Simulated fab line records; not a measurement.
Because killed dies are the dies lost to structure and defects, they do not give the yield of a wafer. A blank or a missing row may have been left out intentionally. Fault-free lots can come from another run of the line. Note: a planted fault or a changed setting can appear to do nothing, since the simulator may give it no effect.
Matching of chambers | flow gf180mcu | GF_PASSIVATION_ETCH_11 on rie-diel-04: 4 sister chambers
The step etches the open film in CF4/O2, stops on TiN, target depth 2040 nm, time 453.3 s. 4 wafers are shown with their chamber, then 7 later ones without.

== WAFERS, EACH WITH ITS CHAMBER ==
wafer  | chamber | oes-product-au (a.u.)
L088.4 | 0       | 0.990
L088.5 | 3       | 0.984
L090.1 | 2       | 0.983
L090.2 | 1       | 0.996

== WAFERS WITHOUT THEIR CHAMBER ==
wafer  | oes-product-au (a.u.)
L090.5 | 0.975
L091.2 | 1.003
L091.5 | 0.980
L091.6 | 0.997
L095.2 | 0.995
L095.3 | 0.980
L095.6 | 0.975

== CHAMBER TAKEN BY EACH ==
wafer  | from the rows above          | in truth
L090.5 | can't be placed: 2 or 3 or 0 | 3
L091.2 | can't be placed: 1 or 0      | 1
L091.5 | can't be placed: 2 or 3 or 0 | 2
L091.6 | can't be placed: 1 or 0      | 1
L095.2 | can't be placed: 1 or 0 or 3 | 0
L095.3 | can't be placed: 2 or 3 or 0 | 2
L095.6 | can't be placed: 2 or 3 or 0 | 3
Placed correctly: 0 of 7. Can't be placed from these rows: 7 (the true chamber is among the candidates in 7). Number placed wrongly: 0.
How it was worked out, from the rows above alone: a wafer's distance from a chamber is the root of the sum, over the readings, of the square of ((its reading less the chamber's mean) divided by the reading's scatter). The wafer belongs to the nearest chamber; if the next one is less than 2 further off, it can't be placed. Each chamber's mean is taken over the wafers shown for it. The scatter: root of mean squared gap, hidden wafer to nearest shown wafer, with one shown wafer a chamber.
